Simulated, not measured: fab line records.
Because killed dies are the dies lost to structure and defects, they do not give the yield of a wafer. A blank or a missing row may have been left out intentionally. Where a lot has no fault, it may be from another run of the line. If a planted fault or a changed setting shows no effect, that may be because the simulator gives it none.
8D (eight disciplines) problem report, filled in by code :: flow gf180mcu :: the parts of the form that need people (team, actions taken, sign-off) are left out

1. PROBLEM STATEMENT
At GF_CONTACT_CD_MEAS_14, cd_nm averages 198.1 nm over 4 wafers from 3 lots, while fault-free wafers read 220.2 nm, standard deviation 1.4. That is -16 standard deviations from the usual mean.
The step: target cd 220 nm.
The first sign was on wafer L667.1 at day 20 22:16, on cd_sem-02. Wafers with a number at this step in the record: 39, from 14 lots. The rule behind "out" and "out of limits": a value lying over 4 standard deviations away from the usual mean. All remaining wafers that have a number are taken as sound.

2. WHAT IT IS; WHAT IT IS NOT
question: which readings at this step
is: cd_nm
is not: -

question: which lots
is: L667, L668, L669
is not: L655, L656, L657, L658, L659, L660, L670, L673, L674, L676, L677

question: which wafers of those lots
is: L667.1, L668.1, L668.5, L669.1
is not: L667.2, L669.6

question: read on which gauges
is: cd_sem-01, cd_sem-02
is not: -

question: when
is: from day 20 22:16
is not: up to then (19 sound wafers); but 16 sound wafers of L669, L670, L673, L674, L676, L677 came after

3. THE SUSPECTS, EACH WITH WHAT RULES IT OUT
Counting: a tool at a process step up to the reading stays a suspect if it ran every lot that is out. Sound lots after the first of them don't rule it out here, since some wafers of a struck lot are sound.
- the gauge at GF_CONTACT_CD_MEAS_14: ruled out. 2 gauges (cd_sem-01, cd_sem-02) read the wafers that are out.
- krf_scanner-02 at GF_CONTACT_EXPOSE_11 (exposes mask Contact, target cd 220 nm): kept. Ran every lot that is out, first one L667 (day 20 10:56); last sound lot up to then L660 (day 17 16:38).
Left after counting: krf_scanner-02 at GF_CONTACT_EXPOSE_11.

4. THE CAUSE (what the simulator had put in)
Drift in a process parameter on krf_scanner-02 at GF_CONTACT_EXPOSE_11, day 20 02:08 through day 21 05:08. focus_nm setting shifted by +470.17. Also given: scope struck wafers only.
Counting left only this tool.

5. THE EFFECT CHAIN, in route order
Each row: a reading whose mean over the struck wafers that have a number lies more than 3 standard deviations from the usual. Only readings whose record carries a usual standard deviation are examined. hours: median over the lots of the time between each lot's start at the first step of this table that gives one and its start at this step. sigmas: the change, counted in usual standard deviations.
hours: 0
step: GF_CONTACT_CD_MEAS_14
reading: cd_nm
usual: 220.2 nm
on struck wafers: 198.1
change: -22.1
sigmas: -16
Later measuring or inspecting steps at which every struck wafer that the step has a row for has a number for every such reading, and none has moved that far: GF_V5_BOW_MEAS_05, GF_V5_THK_MEAS_25.

6. WHAT WOULD HAVE CAUGHT IT SOONER
In this record the first reading out of limits at a measuring or inspecting step was taken at day 20 22:16, 20 hours after the fault began at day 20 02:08.
L669, from the lots that are out (3), started GF_CONTACT_EXPOSE_11 on krf_scanner-02 later than day 20 22:16. Putting the tool on hold at that point would have spared it.
